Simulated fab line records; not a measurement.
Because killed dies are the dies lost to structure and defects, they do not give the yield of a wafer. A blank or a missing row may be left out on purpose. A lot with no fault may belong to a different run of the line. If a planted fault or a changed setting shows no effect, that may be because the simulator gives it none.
The same fault as seen by 2 desks -- flow sky130 -- numbers are kept per desk, each desk with only its own; the story behind them comes last

== METROLOGY DESK ==
Means of the sampled wafers that have a number, per lot and without regard to the tool the lot ran on: this is what the gauges read. A lot is out of limits, marked OUT, if its mean lies more than 4 standard deviations from the usual mean; the brackets give that distance.
Columns: A = METAL4_OVL at SKY_METAL4_OVL_MEAS_14, usual 6 nm
lot,first seen here,A
L744,day 42 06:29,8
L746,day 42 18:11,2
L747,day 43 03:59,8
L748,day 43 06:31,6
L751,day 43 18:20,6
L752,day 44 08:01,7
L753,day 44 10:05,12
L756,day 45 08:05,9
L762,day 46 17:11,2
L761,day 46 21:52,-3
L766,day 47 13:23,14
L767,day 47 14:41,4
This desk found nothing out of limits on any of the 12 lots.

== THE TOOL OWNER'S DESK: plasma_asher-02 ==
The tool's own readings at SKY_VIA4_STRIP_13 (strips in O2/N2): means of the sampled wafers that have a number, for each lot that ran on this tool. A lot is out of limits, marked OUT, if its mean lies more than 4 standard deviations from the usual mean; the brackets give that distance.
Columns: A = drypump_motor_current_A at SKY_VIA4_STRIP_13, usual 5.6 A; B = oes_product_au at SKY_VIA4_STRIP_13, usual 0.709 a.u.; C = strip_time_to_endpoint_s at SKY_VIA4_STRIP_13, usual 12.81 s
lot,first seen here,A,B,C
L746,day 43 18:34,6.0,0.709,12.84
L747,day 44 04:37,6.0,0.706,12.81
L748,day 44 07:25,5.9,0.710,12.78
L751,day 44 18:54,5.9,0.704,12.80
L756,day 46 06:55,5.9,0.712,12.87
This desk found nothing out of limits on any of the 5 lots.

== BROUGHT TOGETHER ==
The metrology desk saw nothing out of limits.
The desk of the tool owner found nothing out of limits.

== WHAT HAD BEEN PUT IN BY THE SIMULATOR ==
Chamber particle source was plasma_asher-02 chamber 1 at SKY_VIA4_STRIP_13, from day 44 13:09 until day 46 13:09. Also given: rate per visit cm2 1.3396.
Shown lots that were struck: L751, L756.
